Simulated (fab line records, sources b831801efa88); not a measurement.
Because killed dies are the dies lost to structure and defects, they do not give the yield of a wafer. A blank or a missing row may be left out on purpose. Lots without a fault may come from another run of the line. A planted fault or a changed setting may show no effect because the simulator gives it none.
Which tool is to blame? | flow gf180mcu | 35 wafers from 12 lots sampled at 4 of the route's 602 steps

== WHAT EACH GAUGE READ, for each wafer ==
GF_CONTACT_OVL_MEAS_15. Usual: for CONTACT_OVL the level is 3 nm and the standard deviation is 5.3.
lot  | measured     | on         | CONTACT_OVL (nm) | flag
L711 | day 16 16:16 | overlay-01 | 3 4 5            |
L712 | day 16 21:01 | overlay-02 | 4 9 0            |
L713 | day 17 18:07 | overlay-02 | 0 3 2            |
L715 | day 18 15:35 | overlay-01 | 8 6 10           |
L718 | day 19 06:37 | overlay-01 | -15 -7 -6        |
L722 | day 20 18:05 | overlay-02 | 0 2              |
L729 | day 23 01:33 | overlay-01 | 4 -7 -3          |
L730 | day 23 07:13 | overlay-01 | 7 7 4            |
L731 | day 23 13:25 | overlay-01 | 7 -3 0           |
L732 | day 24 04:01 | overlay-02 | 3 5 4            |
L733 | day 24 08:42 | overlay-02 | 10 7 11          |
L734 | day 24 13:10 | overlay-01 | -2 2 1           |

GF_M1_RS_MEAS_05: the measuring method here is four-point-probe. Usual: for M1_ALCU_RS the level is 0.0697 ohm/sq and the standard deviation is 0.00063.
lot  | measured     | on            | M1_ALCU_RS (ohm/sq)  | flag
L711 | day 16 17:41 | film_metro-03 | 0.0705 0.0695 0.0693 |
L712 | day 16 22:44 | film_metro-03 | 0.0689 0.0702 0.0690 |
L713 | day 17 19:38 | film_metro-04 | 0.0685 0.0688 0.0693 |
L715 | day 18 17:05 | film_metro-02 | 0.0697 0.0695 0.0693 |
L718 | day 19 08:13 | film_metro-04 | 0.0693 0.0693 0.0691 |
L722 | day 20 19:31 | film_metro-04 | 0.0695 0.0700        |
L729 | day 23 02:58 | film_metro-04 | 0.0698 0.0704 0.0702 |
L730 | day 23 08:37 | film_metro-02 | 0.0698 0.0700 0.0704 |
L731 | day 23 14:48 | film_metro-03 | 0.0701 0.0695 0.0695 |
L732 | day 24 05:27 | film_metro-04 | 0.0695 0.0689 0.0691 |
L733 | day 24 10:06 | film_metro-04 | 0.0706 0.0707 0.0704 |
L734 | day 24 14:35 | film_metro-03 | 0.0693 0.0695 0.0694 |

GF_M1_CD_MEAS_14: target cd 230 nm. Usual: cd_nm at 230.0 nm, with a standard deviation of 1.1.
lot  | measured     | on        | cd_nm (nm)        | flag
L711 | day 17 16:37 | cd_sem-02 | 229.5 229.7 230.3 |
L712 | day 17 21:50 | cd_sem-02 | 229.7 229.2 229.2 |
L713 | day 18 19:43 | cd_sem-01 | 229.2 230.4 231.0 |
L715 | day 19 17:45 | cd_sem-01 | 231.8 230.8 230.8 |
L718 | day 20 08:16 | cd_sem-01 | 229.8 229.4 230.7 |
L722 | day 21 19:47 | cd_sem-02 | 232.0 224.4       |
L729 | day 24 02:11 | cd_sem-01 | 228.5 230.0 230.7 |
L730 | day 24 07:01 | cd_sem-01 | 229.4 228.2 228.5 |
L731 | day 24 14:02 | cd_sem-02 | 230.3 231.5 229.2 |
L732 | day 25 03:53 | cd_sem-02 | 228.7 229.5 229.4 |
L733 | day 25 08:08 | cd_sem-01 | 231.3 232.1 231.5 |
L734 | day 25 12:18 | cd_sem-01 | 228.4 228.8 228.4 |

== WHICH TOOL RAN EACH LOT (tool, then ch and the chambers of the sampled wafers, then the start) ==
lot  | GF_M1_EXPOSE_11
L711 | krf_scanner-02 ch 0, day 17 05:00
L712 | krf_scanner-02 ch 0, day 17 10:02
L713 | krf_scanner-01 ch 0, day 18 07:49
L715 | krf_scanner-01 ch 0, day 19 05:21
L718 | krf_scanner-01 ch 0, day 19 21:01
L722 | krf_scanner-01 ch 0, day 21 07:31
L729 | krf_scanner-02 ch 0, day 23 14:11
L730 | krf_scanner-02 ch 0, day 23 20:18
L731 | krf_scanner-02 ch 0, day 24 02:59
L732 | krf_scanner-01 ch 0, day 24 16:39
L733 | krf_scanner-02 ch 0, day 24 21:58
L734 | krf_scanner-02 ch 0, day 25 01:54
- GF_M1_EXPOSE_11: exposes mask Metal1, target cd 230 nm.

== AS READ BY THE TOOLS THEMSELVES (means over the sampled wafers that have a number; for cases with no such wafer, the mark the record gives instead) ==
The record holds no such reading with a usual standard deviation.

== THE ANSWER, worked out from the rows above alone ==
Rule: take the mean of a lot's wafers that have a number; if it is more than 3 standard deviations from the usual mean, the lot is off. Also off: a lot with no number at a reading for which 4 or more lots have one. Any other lot the step has rows for is counted as sound. After the gauges, taken in route order, come the tools' own readings; for these a lot's mean is taken, as printed above. At the first step where some lot is off, the reading lying furthest off is the one used; lots without a number count as furthest.
Across all readings shown, no lot is off: no conclusion can be drawn from this.

== WHAT HAD BEEN PUT IN BY THE SIMULATOR ==
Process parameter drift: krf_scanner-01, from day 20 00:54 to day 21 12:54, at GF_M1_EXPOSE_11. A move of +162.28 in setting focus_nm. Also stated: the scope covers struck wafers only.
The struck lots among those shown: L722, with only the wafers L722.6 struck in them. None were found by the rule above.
